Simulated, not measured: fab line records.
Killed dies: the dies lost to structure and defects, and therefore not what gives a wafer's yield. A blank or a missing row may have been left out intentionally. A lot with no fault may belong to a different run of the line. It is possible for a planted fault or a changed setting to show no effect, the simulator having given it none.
A struck lot beside a sound one    flow sky130    23 out of 708 route steps
Sound: these wafers, L618.1, L618.3, L618.4. The struck wafers were L635.3, L635.4, L635.6. The cause is named last.
At each step with rows: each side's tool, then ch and its chambers, then its first start. Under that, the readings that differ: sound wafers    struck wafers    difference of the means    sigmas: that difference in standard deviations of wafers without a fault.
alike: words and numbers the same on both sides, and readings whose means are apart by under 2 such deviations; not compared: readings that were withheld, readings missing a value for some wafer, numbers with overlapping values and no deviation given by the record, and bounds like >300 which may hide the same value.
Wherever a step has rows on one side only, a row that says differs or no value, or a row with sigmas, the two part there. Numbers that don't overlap but have no deviation are shown without sigmas and don't part them. Lack of a reading on every wafer of one side parts them only where that side has two or more wafers.

first, 5 steps without rows for these wafers: SKY_VT_ADJUST_NCORE_COAT_02 (resist thk 1140 nm); SKY_VT_ADJUST_NCORE_SOFTBAKE_03 (time 60 s); SKY_VT_ADJUST_NCORE_EXPOSE_04 (exposes mask LVTN COMPLEMENT THIN, target cd 380 nm); SKY_VT_ADJUST_NCORE_PEB_05; SKY_VT_ADJUST_NCORE_DEVELOP_06 (develop time 60 s).
SKY_VT_ADJUST_NCORE_CD_MEAS_07: the cd target is 380 nm.
  sound on cdSem-01, day 10 09:20; struck on cdSem-01, day 15 06:23
  alike: cdNm
SKY_VT_ADJUST_NCORE_OVL_MEAS_08:
  sound on overlay-01, day 10 09:28; struck on overlay-01, day 15 06:29
  alike: VT_ADJUST_NCORE_OVL
following that, these wafers have no rows for 1 step: SKY_VT_ADJUST_NCORE_IMPLANT_09.
SKY_VT_ADJUST_NCORE_STRIP_10: strips in O2/N2.
  sound on plasmaAsher-01 ch 0,1, day 10 09:38; struck on plasmaAsher-02 ch 0,1, day 15 06:41
  alike: drypumpMotorCurrentA, n2FlowSccm, oesProductAu, stripTimeToEndpointS
  not compared: rfHoursCounterH
SKY_VT_ADJUST_NCORE_TW_MEAS_11:
  sound on filmMetro-04, day 10 09:44; struck on filmMetro-03, day 15 06:46
  alike: VT_ADJUST_NCORE_TW
then, 2 steps without rows for these wafers: SKY_VT_ADJUST_HVTR_DEHYDRATE_00 (time 60 s); SKY_VT_ADJUST_HVTR_HMDS_01 (prime time 60 s).
SKY_VT_ADJUST_HVTR_COAT_02: resist thk 1140 nm.
  sound on lithoTrack-01 ch 0, day 10 20:13; struck on lithoTrack-04 ch 0, day 15 20:41
reading                                             sound                 struck                difference  sigmas
spinSpeedRpm (rpm)                                  3000.6 2999.6 3001.6  3452.7 3454.3 3452.4  +452.5      +99 or more
model.NOVOLAK_of_VT_ADJUST_HVTR_COAT_02.thkNm (nm)  1144 1142 1144        1065 1065 1065        -78         
then, 3 steps without rows for these wafers: SKY_VT_ADJUST_HVTR_SOFTBAKE_03 (time 60 s); SKY_VT_ADJUST_HVTR_EXPOSE_04 (exposes mask HVTRM, target cd 380 nm); SKY_VT_ADJUST_HVTR_PEB_05.
SKY_VT_ADJUST_HVTR_DEVELOP_06: develop time 60 s.
  sound on lithoTrack-04 ch 0, day 11 07:38; struck on lithoTrack-04 ch 0, day 16 10:02
reading                                             sound           struck          difference  sigmas
model.NOVOLAK_of_VT_ADJUST_HVTR_COAT_02.thkNm (nm)  1144 1142 1144  1065 1064 1065  -79         
SKY_VT_ADJUST_HVTR_CD_MEAS_07: the cd target is 380 nm.
  sound on cdSem-01, day 11 07:47; struck on cdSem-01, day 16 10:11
reading    sound              struck             difference  sigmas
cdNm (nm)  378.4 381.4 379.5  387.2 388.4 385.3  +7.2        +3
SKY_VT_ADJUST_HVTR_OVL_MEAS_08:
  sound on overlay-02, day 11 07:55; struck on overlay-02, day 16 10:16
  alike: VT_ADJUST_HVTR_OVL
following that, these wafers have no rows for 1 step: SKY_VT_ADJUST_HVTR_IMPLANT_09.
SKY_VT_ADJUST_HVTR_STRIP_10: strips in O2/N2.
  sound on plasmaAsher-01 ch 0,1, day 11 08:05; struck on plasmaAsher-04 ch 0,1, day 16 10:29
reading                   sound              struck             difference  sigmas
stripTimeToEndpointS (s)  14.22 14.19 14.23  13.28 13.30 13.29  -0.92       -23
  alike: drypumpMotorCurrentA, n2FlowSccm, oesProductAu
  not compared: rfHoursCounterH
SKY_VT_ADJUST_HVTR_TW_MEAS_11:
  sound on filmMetro-01, day 11 08:11; struck on filmMetro-04, day 16 10:34
  alike: VT_ADJUST_HVTR_TW
-- a jump in the record: the struck wafers' starts before and after are 34 days apart (it breaks off in module VT_ADJUST_HVTR and resumes in module PAD_OPEN, where the first step shown is number 708 of the route) --
SKY_PAD_OPEN_PROBE_99:
  sound on prober-01, day 47 14:36; struck on prober-01, day 50 18:52
  alike: killed_at_M0_to_M3, killed_at_M4_up, killedAtContacts, killedAtFrontEnd, killedAtOther, killedDies, killedOpen, killedShort

## WHERE THEY PART
At SKY_VT_ADJUST_HVTR_COAT_02 first; at SKY_VT_ADJUST_HVTR_STRIP_10 last (within this record only). Later steps at which nothing parts them and some readings are alike: SKY_VT_ADJUST_HVTR_TW_MEAS_11, SKY_PAD_OPEN_PROBE_99.

WHY: what had been put in by the simulator
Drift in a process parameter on lithoTrack-04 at SKY_VT_ADJUST_HVTR_COAT_02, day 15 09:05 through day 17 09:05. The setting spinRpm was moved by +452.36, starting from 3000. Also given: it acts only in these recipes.
